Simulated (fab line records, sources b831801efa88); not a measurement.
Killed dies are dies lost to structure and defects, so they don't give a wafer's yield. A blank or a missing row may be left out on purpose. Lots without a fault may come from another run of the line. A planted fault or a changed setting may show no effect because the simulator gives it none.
Problem report in the 8D (eight disciplines) form, filled by code | flow sfq_line | the parts of the form that need people (team, actions taken, sign-off) are left out

1. THE PROBLEM
thk_nm at SFQ_TRILAYER_I1_METRO_MEASURE_047 reads a mean of 214.3 nm on 3 wafers of 2 lots; wafers without a fault read 200.4 nm with a standard deviation of 0.89. That is +16 standard deviations from the usual mean.
First seen on wafer L333.1, day 26 01:21, on film_metro-01. The record holds 36 wafers of 12 lots with a number at this step. Rule for "out", or "out of limits": more than 4 standard deviations from the usual mean. The other wafers with a number count as sound.

2. WHAT IT IS AND WHAT IT IS NOT
question                    | is                           | is not
which readings at this step | thk_nm                       | -
which lots                  | L333, L335                   | L325, L326, L330, L331, L332, L339, L342, L344, L346, L348
which wafers of those lots  | L333.1, L333.4, L335.3       | L333.5, L335.2, L335.5
read on which tools         | film_metro-01, film_metro-02 | film_metro-04
when                        | from day 26 01:21            | up to then (16 sound wafers); but 17 sound wafers of L335, L339, L342, L344, L346, L348 came after

3. SUSPECTS, AND WHAT RULES EACH OUT
Counting: a tool at a process step up to the reading stays a suspect if it ran every lot that is out. Sound lots after the first of them don't rule it out here, since some wafers of a struck lot are sound.
- cmp-01 at SFQ_TRILAYER_I1_CMP_CMP_046 (polishes SiO2): kept. It ran every lot that is out, first L333 (day 25 18:50); its last sound lot up to then is L332 (day 25 12:40).
Left after counting: cmp-01 at SFQ_TRILAYER_I1_CMP_CMP_046.

4. THE CAUSE (what the simulator had put in)
Process parameter drift: cmp-01, from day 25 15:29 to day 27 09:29, at SFQ_TRILAYER_I1_CMP_CMP_046. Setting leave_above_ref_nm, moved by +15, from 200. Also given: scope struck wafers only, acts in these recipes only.
Counting left only this tool.

5. THE CHAIN OF EFFECTS, in route order
Each row: a reading whose mean over the struck wafers that have a number lies more than 3 standard deviations from the usual. Only readings for which the record gives a usual standard deviation are gone through. hours: the time from each lot's start at the first step in this table that gives one to its start at this step, as a median over the lots. sigmas: the change in usual standard deviations.
hours | step                                  | reading        | usual      | on struck wafers | change | sigmas
0     | SFQ_TRILAYER_I1_METRO_MEASURE_047     | thk_nm         | 200.4 nm   | 214.3            | +13.9  | +16
128   | SFQ_TRILAYER_I1_VIA_ETCH_VIA_ETCH_052 | oes_product_au | 0.856 a.u. | 0.893            | +0.037 | +7.3
The process steps in it:
- SFQ_TRILAYER_I1_METRO_MEASURE_047
- SFQ_TRILAYER_I1_VIA_ETCH_VIA_ETCH_052: etches SiO2 in CHF3, stops on Nb, target depth 260 nm.

6. WHAT WOULD HAVE CAUGHT IT SOONER
In this record the first reading out of limits was taken at day 26 01:21, 10 hours after the fault began at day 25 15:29.
Of the tool readings at SFQ_TRILAYER_I1_CMP_CMP_046 for which the record gives a usual standard deviation, none was out on any struck wafer, so an alarm limit of 4 standard deviations on them would not have fired.
Of the lots that are out (2), L335 began SFQ_TRILAYER_I1_CMP_CMP_046 on cmp-01 after day 26 01:21. A hold on the tool at that time would have spared it.
